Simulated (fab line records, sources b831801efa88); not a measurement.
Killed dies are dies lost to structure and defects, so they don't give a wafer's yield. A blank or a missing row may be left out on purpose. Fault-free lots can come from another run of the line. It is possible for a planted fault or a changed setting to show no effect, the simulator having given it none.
Matching of chambers    flow sky130    cmp-01 running SKY_VIA3_CMP_24: 4 sister chambers
The step polishes, stops on SiO2, t overpolish 20 s, target thk 0 nm. 8 wafers are shown with their chamber, then 9 later ones without.

## WAFERS, EACH WITH ITS CHAMBER
wafer   chamber  motor current A (A)  slurry filter dp kPa (kPa)
L671.2  2        9.7                  13.50
L673.3  3        10.8                 13.65
L673.6  1        10.0                 13.57
L674.1  2        10.2                 13.56
L674.5  3        11.5                 13.66
L675.1  0        12.7                 13.65
L675.5  0        11.9                 13.56
L675.6  1        10.2                 13.38

## WAFERS WITH NO CHAMBER GIVEN
wafer   motor current A (A)  slurry filter dp kPa (kPa)
L684.1  11.9                 13.50
L684.2  10.7                 13.55
L684.5  11.8                 13.52
L685.1  10.0                 13.31
L685.2  9.7                  13.63
L685.4  11.9                 13.77
L686.1  11.2                 13.62
L686.3  11.3                 13.53
L686.4  10.5                 13.49

## EACH ONE'S CHAMBER
wafer    from the rows above                 in truth
L684.1   can't be placed: 0 or 3             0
L684.2   can't be placed: 1 or 3 or 2        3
L684.5   can't be placed: 0 or 3             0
L685.1   can't be placed: 1 or 2             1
L685.2   can't be placed: 2 or 1             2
L685.4   can't be placed: 3 or 0             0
L686.1   3                                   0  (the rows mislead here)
L686.3   can't be placed: 3 or 0 or 1 or 2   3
L686.4   can't be placed: 1 or 2 or 3        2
0 of 9 placed correctly. From these rows, 8 cannot be placed; in 8 the true chamber is one of the candidates. Wrongly placed: 1.
How it was worked out, from the rows above alone: a wafer's distance from a chamber is the root of the sum, over the readings, of the square of ((its reading less the chamber's mean) divided by the reading's scatter). The wafer belongs to the nearest chamber; if the next one is less than 2 further off, it can't be placed. Each chamber's mean is taken over the wafers shown for it. The scatter: the root of (the sum of the squares of (reading less its chamber's mean) over the shown wafers, divided by (wafers less chambers)).
